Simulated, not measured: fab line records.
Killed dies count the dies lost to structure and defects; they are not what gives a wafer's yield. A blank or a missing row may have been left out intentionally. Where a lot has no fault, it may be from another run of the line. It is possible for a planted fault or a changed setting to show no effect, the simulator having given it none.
Comparing a struck lot with a sound one ; flow sky130 ; 30 steps out of a route of 708
Sound: these wafers, L188.4, L188.5, L188.6. Struck: wafers L197.1, L197.3, L197.6. Last of all comes the cause.
Each step with rows lists, per side, the tool, then ch with its chambers, then its first start. Under that, the readings that differ: sound wafers ; struck wafers ; difference of the means ; sigmas: that difference in standard deviations of wafers without a fault.
alike: a reading whose means differ by less than 2 such deviations, as well as words and numbers matching on both sides. not compared: withheld readings; readings where some wafer has no value; bounds like >300 that might hide an equal value; numbers whose values overlap and for which the record gives no deviation.
Wherever a step has rows on one side only, a row that says differs or no value, or a row with sigmas, the two part there. Non-overlapping numbers with no deviation appear without sigmas and do not part them. Lack of a reading on every wafer of one side parts them only where that side has two or more wafers.

first, 5 steps without rows for these wafers: SKY_SONOS_ONO_COAT_08 (resist thk 1140 nm); SKY_SONOS_ONO_SOFTBAKE_09 (time 60 s); SKY_SONOS_ONO_EXPOSE_10 (exposes mask ONOM, target cd 410 nm); SKY_SONOS_ONO_PEB_11; SKY_SONOS_ONO_DEVELOP_12 (develop time 60 s).
SKY_SONOS_ONO_CD_MEAS_13 targets a cd of 410 nm.
  sound on cd-sem-02, day 13 16:07; struck on cd-sem-01, day 16 22:16
  alike: cd-nm
SKY_SONOS_ONO_OVL_MEAS_14:
  sound on overlay-01, day 13 16:12; struck on overlay-01, day 16 22:23
  alike: SONOS_ONO_OVL
SKY_SONOS_ONO_ETCH_15: etches the open film in CHF3/O2, target depth 19.52 nm, time 7.8 s.
  sound on rie-diel-03 ch 1,2, day 13 16:13; struck on rie-diel-03 ch 1,2,3, day 16 22:25
  alike: drypump-motor-current-A, oes-product-au, throttle-valve-pct
  not compared: rf-hours-counter-h
then, 1 step without rows for these wafers: SKY_SONOS_ONO_WET_ETCH_16 (etches SiO2 in dHF, target depth 14 nm, time 280 s).
SKY_SONOS_ONO_STRIP_17: strips in O2/N2.
  sound on plasma-asher-02 ch 0,1, day 13 16:22; struck on plasma-asher-04 ch 0,1, day 16 22:32
  alike: drypump-motor-current-A, oes-product-au, strip-time-to-endpoint-s
  not compared: rf-hours-counter-h
then, 2 steps without rows for these wafers: SKY_SONOS_ONO_WET_ETCH_18 (etches Si3N4 in H3PO4, target depth 15 nm, time 172 s); SKY_GATE_OXIDE_CLEAN_00 (cleans in SC1/SC2, time 150 s).
SKY_GATE_OXIDE_OXIDATION_01: stabilise 600 s, purge 300 s, target thk 10.268 nm.
  sound on furnace-01 ch 0, day 13 17:08; struck on furnace-01 ch 0, day 16 23:10
reading;sound;struck;difference;sigmas
spike-tc-bottom-C (C);921.3 920.9 920.4;821.7 821.9 820.6;-99.5;-45
spike-tc-centre-C (C);900.0 900.5 900.2;798.6 800.4 801.6;-100.0;-99 or more
spike-tc-lower-C (C);903.4 902.2 903.6;801.8 801.2 800.3;-102.0;-99 or more
spike-tc-top-C (C);911.0 910.9 911.9;813.3 813.0 812.6;-98.3;-41
spike-tc-upper-C (C);901.3 901.9 902.9;802.1 800.8 801.5;-100.6;-91
tube-center-temp-C (C);900.05 899.85 899.99;799.05 799.17 799.22;-100.82;-99 or more
tube_center_temp_C_max;902.1 902.2 902.3;801.6 801.5 801.6;-100.6;-99 or more
zone-power-bottom-pct (%);31.3 31.6 31.4;24.8 24.7 24.4;-6.8;-3
zone-power-lower-pct (%);19.6 20.0 19.6;15.4 15.7 15.0;-4.4;-4
zone-power-top-pct (%);31.5 31.2 31.7;26.4 26.1 25.9;-5.3;-6
zone-power-upper-pct (%);18.9 18.9 19.0;14.7 14.9 15.0;-4.1;-2
model.SiO2_of_GATE_OXIDE_OXIDATION_01.thk-nm (nm);10.26 10.36 10.46;2.806 2.865 2.843;-7.522;
  alike: zone-power-centre-pct
SKY_GATE_OXIDE_THK_MEAS_02:
  sound on film-metro-01, day 13 18:34; struck on film-metro-01, day 17 00:34
reading;sound;struck;difference;sigmas
GATE_OXIDE_OXIDATION_00_THK (nm);10.27 10.44 10.49;2.81 2.92 2.87;-7.53;-29
then, 7 steps without rows for these wafers: SKY_GATE_OXIDE_DEHYDRATE_03 (time 60 s); SKY_GATE_OXIDE_HMDS_04 (prime time 60 s); SKY_GATE_OXIDE_COAT_05 (resist thk 1140 nm); SKY_GATE_OXIDE_SOFTBAKE_06 (time 60 s); SKY_GATE_OXIDE_EXPOSE_07 (exposes mask LVOM, target cd 600 nm); SKY_GATE_OXIDE_PEB_08; SKY_GATE_OXIDE_DEVELOP_09 (develop time 60 s).
SKY_GATE_OXIDE_OVL_MEAS_10:
  sound on overlay-01, day 14 20:02; struck on overlay-01, day 18 05:30
  alike: GATE_OXIDE_OVL
then, 2 steps without rows for these wafers: SKY_GATE_OXIDE_IMPLANT_11; SKY_GATE_OXIDE_WET_ETCH_12 (etches SiO2 in dHF, target depth 16.8 nm, time 336 s).
SKY_GATE_OXIDE_STRIP_13: strips in O2/N2.
  sound on plasma-asher-04 ch 0,1, day 14 20:20; struck on plasma-asher-04 ch 1, day 18 05:47
  alike: drypump-motor-current-A, oes-product-au, strip-time-to-endpoint-s
  not compared: rf-hours-counter-h
SKY_GATE_OXIDE_TW_MEAS_14:
  sound on film-metro-01, day 14 20:26; struck on film-metro-02, day 18 05:53
  alike: GATE_OXIDE_TW
then, 1 step without rows for these wafers: SKY_GATE_OXIDE_CLEAN_15 (cleans in SC1/SC2, time 150 s).
SKY_GATE_OXIDE_OXIDATION_16: stabilise 600 s, purge 300 s, target thk 3.57 nm.
  sound on furnace-02 ch 0, day 14 21:22; struck on furnace-02 ch 0, day 18 08:11
reading;sound;struck;difference;sigmas
model.SiO2_of_GATE_OXIDE_OXIDATION_01.thk-nm (nm);11.68 11.76 11.87;5.064 5.069 5.078;-6.700;
  alike: spike-tc-bottom-C, spike-tc-centre-C, spike-tc-lower-C, spike-tc-top-C, spike-tc-upper-C, tube-center-temp-C, tube_center_temp_C_max, zone-power-bottom-pct, zone-power-centre-pct, zone-power-lower-pct, zone-power-top-pct, zone-power-upper-pct
then, 1 step without rows for these wafers: SKY_POLY_GATE_CVD_00 (deposits poly-Si, target thk 180 nm, time 720 s).
-- the record jumps here: 31 days lie between the struck wafers' starts before and after (it left off in module POLY_GATE and takes up again in module PAD_OPEN, whose first step shown is number 708 of the route) --
SKY_PAD_OPEN_PROBE_99:
  sound on prober-02, day 46 09:34; struck on prober-01, day 48 22:38
reading;sound;struck;difference;sigmas
model.etest.nfet_16v.r-on-ohm-um;1.415e+04 1.429e+04 1.432e+04;1.134e+04 1.133e+04 1.128e+04;-2.937e+03;
model.etest.pfet_16v.r-on-ohm-um;1.524e+04 1.516e+04 1.535e+04;1.327e+04 1.34e+04 1.306e+04;-2.007e+03;
model.etest.pfet-g5v0d10v5.r-on-ohm-um;4730 4768 4720;3272 3228 3262;-1485;
model.etest.tip-sonos.rs-ohm-sq;2707 2730 2766;1743 1753 1758;-983;
model.etest.nfet-g5v0d10v5.drive-ua-um;602.5 602.6 597.6;1255 1251 1256;+653;
model.etest.nfet-g5v0d10v5.r-on-ohm-um;1893 1910 1886;1275 1272 1273;-623;
model.etest.nfet_05v0_nvt.drive-ua-um;574.9 570.4 568.9;1110 1101 1103;+533;
model.etest.tip-p.rs-ohm-sq;6840 6829 6864;6471 6505 6527;-343;
  alike: killed_at_M0_to_M3, killed_at_M4_up, killed-at-contacts, killed-at-front-end, killed-at-other, killed-dies, killed-on-rim, killed-open, killed-short

WHERE THEY PART
First at SKY_GATE_OXIDE_OXIDATION_01; last, within this record, at SKY_GATE_OXIDE_THK_MEAS_02. Later steps at which nothing parts them and some readings are alike: SKY_GATE_OXIDE_OVL_MEAS_10, SKY_GATE_OXIDE_STRIP_13, SKY_GATE_OXIDE_TW_MEAS_14, SKY_GATE_OXIDE_OXIDATION_16, SKY_PAD_OPEN_PROBE_99.

WHY: whatever the simulator had introduced
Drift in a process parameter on furnace-01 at SKY_GATE_OXIDE_OXIDATION_01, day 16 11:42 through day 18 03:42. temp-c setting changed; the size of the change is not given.
